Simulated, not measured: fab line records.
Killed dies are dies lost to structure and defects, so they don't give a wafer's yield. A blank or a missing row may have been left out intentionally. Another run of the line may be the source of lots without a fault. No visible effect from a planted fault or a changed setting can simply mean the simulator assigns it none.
Chamber matching | flow sky130 | SKY_LI_CONTACT_CMP_02 on cmp-01: 4 sister chambers
The step polishes PSG. 8 wafers are shown with their chamber, then 6 later ones without.

WAFERS, EACH WITH ITS CHAMBER
wafer  | chamber | motor_current_A (A) | time_to_endpoint_s (s)
L372.5 | 3       | 9.5                 | 29.6
L375.1 | 2       | 10.4                | 31.5
L375.4 | 3       | 10.3                | 33.4
L379.1 | 2       | 10.2                | 30.1
L379.3 | 1       | 11.7                | 30.1
L379.5 | 0       | 12.2                | 30.4
L380.1 | 1       | 12.0                | 29.0
L380.3 | 0       | 12.8                | 34.6

WAFERS WITHOUT THEIR CHAMBER
wafer  | motor_current_A (A) | time_to_endpoint_s (s)
L380.6 | 9.7                 | 30.3
L382.1 | 11.0                | 31.5
L382.4 | 10.1                | 35.5
L382.6 | 11.8                | 34.2
L387.2 | 10.4                | 32.3
L387.6 | 10.7                | 33.0

CHAMBER TAKEN BY EACH
wafer  | from the rows above          | in truth
L380.6 | can't be placed: 3 or 2      | 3
L382.1 | can't be placed: 2 or 1 or 3 | 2
L382.4 | can't be placed: 3 or 2      | 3
L382.6 | can't be placed: 0 or 1      | 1
L387.2 | can't be placed: 2 or 3      | 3
L387.6 | can't be placed: 2 or 3 or 1 | 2
Placed correctly: 0 of 6. From these rows, 6 cannot be placed; in 6 the true chamber is one of the candidates. 0 placed wrongly.
How it was worked out, from the rows above alone: a wafer's distance from a chamber is the root of the sum, over the readings, of the square of ((its reading less the chamber's mean) divided by the reading's scatter). The wafer belongs to the nearest chamber; if the next one is less than 2 further off, it can't be placed. The mean given for a chamber averages the wafers shown for that chamber. The scatter: take each reading less its chamber's mean, square it, sum over the shown wafers, divide by the number of wafers less the number of chambers, and take the root.
